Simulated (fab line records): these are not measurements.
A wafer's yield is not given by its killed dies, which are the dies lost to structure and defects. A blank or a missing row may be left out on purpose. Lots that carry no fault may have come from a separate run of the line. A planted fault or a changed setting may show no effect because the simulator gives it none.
fab line records	flow gf180mcu
record lots=14	wafers=42	last_day=34
route steps=602 shown V4@478
lots untouched by any fault: they come from a run of this same line in which no faults occurred
start_h: hours from the record's opening day to when the first of the lot's shown wafers began	wait_h: hours since the lot's step before	" the same as in the row above	L1.1+2: several wafers, shown together as one row	- value missing, or start not given	* or withheld: withheld	< > ~ a bound
route shown NAME@n: a module of which the file shows steps, and the number in the route of the first	usual: mean and standard deviation over wafers with no fault	same: alike in all rows	chamber/n: place in a boat	sites: each site's reading	_std_site: the standard deviation of these	_edge_site: mean of outer sites minus mean of inner sites	radius_mm: how far each site lies from the wafer's centre	mask NAME#n: copy n	behind: tool/chamber where the wafer was last shaped	hold: why the lot went on hold/how many hours it stayed there/how the hold came to an end	device: the n, p or np transistor that did not switch	end of line: tests run on the same wafers once the route is complete	a step without rows: its recipe alone	killed: the dies lost at the first sort to structure and to defects; this is not the yield of the wafer	map: dies across one wafer; x = killed, . = not, _ = none there
set.NAME: setting as actually run; set.NAME@STEP: the setting as run at that earlier step	model.NAME: the simulator's own value behind a step, which no gauge read
route steps across a sampled set of lots; one table per step, one row per wafer
services: a tool's chamber out of use, with start hour (start_h, from the record's first day; less than 0 if before it), hours out, and reason
## steps
# step GF_V4_CVD_02
# recipe material=SiO2	target_thk_nm=850	precursor=TEOS	temp_c=400	time_s=94.851	rf_w=600
# usual heater_power_w=634/70
lot.wafer	tool	chamber	start_h	wait_h	heater_power_w
L759.3	pecvd-04	1	535.45	0.1	628
L759.4	"	0	"	"	548
L759.6	"	0	"	"	634
L761.1	pecvd-04	2	556.26	0.1	583
L761.3	"	1	"	"	609
L761.4	"	1	"	"	669
L762.1	pecvd-02	1	564.87	0.1	628
L762.3	"	0	"	"	622
L762.6	"	2	"	"	707
L763.2	pecvd-04	2	583.79	0.0	528
L763.3	"	1	"	"	634
L763.4	"	0	"	"	645
L766.3	pecvd-01	0	608.03	0.0	721
L766.4	"	0	"	"	565
L766.6	"	1	"	"	624
L767.1	pecvd-01	2	610.57	0.1	555
L767.2	"	0	"	"	698
L767.3	"	1	"	"	746
L769.4	pecvd-02	1	622.88	0.1	675
L769.5	"	0	"	"	566
L769.6	"	2	"	"	555
L770.1	pecvd-01	1	635.53	0.1	678
L770.4	"	1	"	"	724
L770.6	"	0	"	"	735
L772.2	pecvd-02	1	645.82	0.0	651
L772.3	"	0	"	"	645
L772.6	"	0	"	"	698
L773.3	pecvd-01	0	657.57	0.0	702
L773.4	"	1	"	"	717
L773.6	"	2	"	"	569
L774.2	pecvd-01	1	669.35	0.0	775
L774.5	"	1	"	"	613
L774.6	"	2	"	"	560
L778.3	pecvd-02	0	687.94	0.0	666
L778.4	"	2	"	"	708
L778.6	"	0	"	"	719
L781.2	pecvd-01	0	702.49	0.0	657
L781.3	"	1	"	"	761
L781.4	"	0	"	"	693
L782.1	pecvd-04	0	708.35	0.1	609
L782.2	"	1	"	"	561
L782.6	"	2	"	"	563
# step GF_V4_THK_MEAS_03
# recipe reads=SiO2_of_V4_CVD_02
# usual V4_CVD_02_THK=853/11
lot.wafer	tool	chamber	start_h	wait_h	V4_CVD_02_THK[nm]
L759.3	film_metro-03	-	535.54	0.1	855
L759.4	"	-	"	"	836
L759.6	"	-	"	"	849
L761.1	film_metro-02	-	556.33	0.0	848
L761.3	"	-	"	"	839
L761.4	"	-	"	"	869
L762.1	film_metro-02	-	564.94	0.0	865
L762.3	"	-	"	"	855
L762.6	"	-	"	"	877
L763.2	film_metro-03	-	583.87	0.0	849
L763.3	"	-	"	"	849
L763.4	"	-	"	"	861
L766.3	film_metro-03	-	608.12	0.1	858
L766.4	"	-	"	"	869
L766.6	"	-	"	"	864
L767.1	film_metro-02	-	610.64	0.0	836
L767.2	"	-	"	"	840
L767.3	"	-	"	"	840
L769.4	film_metro-02	-	622.94	0.0	855
L769.5	"	-	"	"	865
L769.6	"	-	"	"	857
L770.1	film_metro-03	-	635.60	0.0	834
L770.4	"	-	"	"	854
L770.6	"	-	"	"	848
L772.2	film_metro-03	-	645.90	0.0	856
L772.3	"	-	"	"	841
L772.6	"	-	"	"	861
L773.3	film_metro-04	-	657.66	0.1	851
L773.4	"	-	"	"	851
L773.6	"	-	"	"	849
L774.2	film_metro-03	-	669.43	0.0	840
L774.5	"	-	"	"	858
L774.6	"	-	"	"	850
L778.3	film_metro-02	-	688.03	0.1	841
L778.4	"	-	"	"	858
L778.6	"	-	"	"	856
L781.2	film_metro-04	-	702.57	0.0	845
L781.3	"	-	"	"	839
L781.4	"	-	"	"	873
L782.1	film_metro-02	-	708.42	0.0	846
L782.2	"	-	"	"	857
L782.6	"	-	"	"	864
# step GF_V4_EXPOSE_11
# recipe mask_id=Via4	target_cd_nm=260	na=0.68	source_shape=conventional	sigma_outer=0.6	dose_mj=38
# usual exposure_dose_mJ_cm2=38.00/0.034	focus_offset_nm=0.0/0.59
lot.wafer	tool	chamber	start_h	wait_h	mask	exposure_dose_mJ_cm2	focus_offset_nm
L759.3	krf_scanner-01	0	547.36	-	Via4#0	37.95	-0.3
L759.4	"	0	"	"	Via4#0	37.97	-0.3
L759.6	"	0	"	"	Via4#0	37.96	-1.0
L761.1	krf_scanner-02	0	567.17	-	Via4#0	38.04	-0.9
L761.3	"	0	"	"	Via4#0	38.03	-0.4
L761.4	"	0	"	"	Via4#0	37.99	-0.3
L762.1	krf_scanner-01	0	575.93	-	Via4#0	37.95	0.7
L762.3	"	0	"	"	Via4#0	37.99	0.2
L762.6	"	0	"	"	Via4#0	38.04	-0.1
L763.2	krf_scanner-02	0	594.77	-	Via4#0	38.03	-1.7
L763.3	"	0	"	"	Via4#0	38.03	0.3
L763.4	"	0	"	"	Via4#0	38.07	-0.5
L766.3	krf_scanner-01	0	618.89	-	Via4#0	38.02	-0.9
L766.4	"	0	"	"	Via4#0	37.98	0.3
L766.6	"	0	"	"	Via4#0	38.05	0.4
L767.1	krf_scanner-02	0	621.45	-	Via4#0	38.02	0.0
L767.2	"	0	"	"	Via4#0	38.04	-0.1
L767.3	"	0	"	"	Via4#0	37.98	-0.4
L769.4	krf_scanner-01	0	633.66	-	Via4#0	37.98	-0.4
L769.5	"	0	"	"	Via4#0	37.95	-0.2
L769.6	"	0	"	"	Via4#0	37.98	0.4
L770.1	krf_scanner-02	0	646.45	-	Via4#0	38.03	0.2
L770.4	"	0	"	"	Via4#0	38.06	0.3
L770.6	"	0	"	"	Via4#0	37.99	-0.1
L772.2	krf_scanner-02	0	655.97	-	Via4#0	37.96	0.9
L772.3	"	0	"	"	Via4#0	38.01	1.1
L772.6	"	0	"	"	Via4#0	38.01	0.9
L773.3	krf_scanner-01	0	667.56	-	Via4#0	37.99	-0.9
L773.4	"	0	"	"	Via4#0	38.01	-0.3
L773.6	"	0	"	"	Via4#0	37.98	-0.7
L774.2	krf_scanner-02	0	678.87	-	Via4#0	37.98	-0.3
L774.5	"	0	"	"	Via4#0	38.01	-0.3
L774.6	"	0	"	"	Via4#0	38.02	0.0
L778.3	krf_scanner-01	0	698.09	-	Via4#0	37.98	-0.2
L778.4	"	0	"	"	Via4#0	37.95	-0.8
L778.6	"	0	"	"	Via4#0	37.97	-0.6
L781.2	krf_scanner-01	-	712.32	-	Via4#0	-	-
L781.3	"	-	"	"	Via4#0	-	-
L781.4	"	-	"	"	Via4#0	-	-
L782.1	krf_scanner-02	-	718.55	-	Via4#0	-	-
L782.2	"	-	"	"	Via4#0	-	-
L782.6	"	-	"	"	Via4#0	-	-
# step GF_V4_SPUTTER_22
# recipe material=TiN	target_thk_nm=10	chamber_pressure_pa=5	power_w=4000	time_s=40
# usual cathode_dc_power_W=4000.0/0.66	chamber_pressure_pa=5.000/0.011	throttle_valve_pct=30.3/0.79
lot.wafer	tool	chamber	start_h	wait_h	cathode_dc_power_W	chamber_pressure_pa	throttle_valve_pct
L759.3	pvd_sputter-01	-	559.10	0.0	4001.0	4.995	29.3
L759.4	"	-	"	"	3998.8	5.003	30.4
L759.6	"	-	"	"	4000.2	4.997	30.5
L761.1	pvd_sputter-01	-	579.05	0.0	4000.6	5.007	30.6
L761.3	"	-	"	"	3999.4	4.995	29.0
L761.4	"	-	"	"	4000.1	4.989	30.6
L762.1	pvd_sputter-04	-	587.79	0.0	3999.6	4.996	31.4
L762.3	"	-	"	"	4000.5	4.987	29.5
L762.6	"	-	"	"	3999.8	5.000	31.1
L763.2	pvd_sputter-01	-	606.05	0.0	3999.8	5.007	30.9
L763.3	"	-	"	"	3999.9	5.005	29.5
L763.4	"	-	"	"	4001.1	4.996	30.4
L766.3	pvd_sputter-01	-	629.98	0.0	4000.9	4.985	30.3
L766.4	"	-	"	"	3999.8	5.006	31.0
L766.6	"	-	"	"	3999.9	4.992	30.4
L767.1	pvd_sputter-03	-	632.54	0.0	4000.8	5.012	29.8
L767.2	"	-	"	"	4000.1	4.993	28.9
L767.3	"	-	"	"	4000.1	5.010	30.5
L769.4	pvd_sputter-03	-	644.21	0.0	4000.2	5.016	30.9
L769.5	"	-	"	"	4000.9	4.997	28.9
L769.6	"	-	"	"	4000.8	5.012	31.0
L770.1	pvd_sputter-03	-	656.55	0.0	3999.2	5.013	28.8
L770.4	"	-	"	"	4000.8	4.991	30.8
L770.6	"	-	"	"	4000.1	5.005	30.4
L772.2	pvd_sputter-01	-	665.73	0.0	4000.7	4.998	29.2
L772.3	"	-	"	"	3998.9	5.017	30.4
L772.6	"	-	"	"	3999.4	5.005	30.8
L773.3	pvd_sputter-01	-	677.83	0.0	3999.1	5.004	29.4
L773.4	"	-	"	"	4000.0	4.996	29.4
L773.6	"	-	"	"	3999.6	5.007	30.8
L774.2	pvd_sputter-01	-	688.70	0.0	4000.0	4.994	30.6
L774.5	"	-	"	"	3999.4	4.992	30.7
L774.6	"	-	"	"	3998.4	4.986	30.9
L778.3	pvd_sputter-03	-	707.23	0.0	3999.9	4.997	28.8
L778.4	"	-	"	"	3999.8	4.999	30.5
L778.6	"	-	"	"	4000.4	4.992	30.8
L781.2	pvd_sputter-01	-	721.91	0.0	4000.5	5.007	30.4
L781.3	"	-	"	"	3998.5	5.006	30.6
L781.4	"	-	"	"	4000.1	5.008	30.9
L782.1	pvd_sputter-03	-	728.68	0.0	4000.1	5.008	29.5
L782.2	"	-	"	"	3999.7	5.011	31.0
L782.6	"	-	"	"	3998.9	4.998	29.8
## services
tool	chamber	start_h	hours	kind
pecvd-02	1	511.58	4.5	repair
pecvd-04	2	513.98	24.3	repair
krf_scanner-02	-	516.51	8.1	repair
pecvd-04	-	519.27	14.6	pm
pvd_sputter-03	-	524.32	4.7	repair
pecvd-02	-	527.17	1.8	repair
pvd_sputter-01	-	533.30	1.1	repair
pecvd-01	-	538.72	0.8	repair
krf_scanner-01	-	562.42	0.6	repair
pecvd-04	-	591.12	14.0	pm
pecvd-02	0	596.68	5.8	repair
pecvd-01	2	598.18	3.7	repair
krf_scanner-02	-	606.74	0.8	pm
pecvd-01	-	608.21	0.4	repair
krf_scanner-01	-	610.63	1.3	pm
krf_scanner-01	-	615.65	0.8	pm
krf_scanner-02	-	641.39	1.3	pm
krf_scanner-01	-	648.86	1.0	pm
krf_scanner-02	-	652.44	1.0	pm
krf_scanner-02	-	671.29	1.8	repair
pecvd-04	-	673.50	2.9	repair
pecvd-02	-	684.17	0.7	repair
pecvd-02	-	697.57	2.9	repair
pecvd-01	0	703.52	18.7	repair
## key
first_sign step=GF_V4_EXPOSE_11	reading=tool_record	direction=missing
effect none on later readings
met_at GF_V4_EXPOSE_11
struck_lots L781,L782
later_rows_left_out L781.2,L781.3,L781.4,L782.1,L782.2,L782.6
sort_left_out L781.2,L781.3,L781.4,L782.1,L782.2,L782.6
not_acting_at GF_V4_CVD_02,GF_V4_THK_MEAS_03,GF_V4_SPUTTER_22
onset_between 698.09 712.32
fault kind=skipped_step_whole	tool=krf_scanner-01,krf_scanner-02	chamber=-	onset_h=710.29	steps=GF_V4_EXPOSE_11	scope=struck_lots_only
# sort_left_out: the simulated sort isn't trusted on such a fault, so these wafers' sort isn't shown, and their yield isn't known
# later_rows_left_out: the simulator's readings of these wafers behind a module that went badly wrong aren't trusted and aren't shown, but for the sort
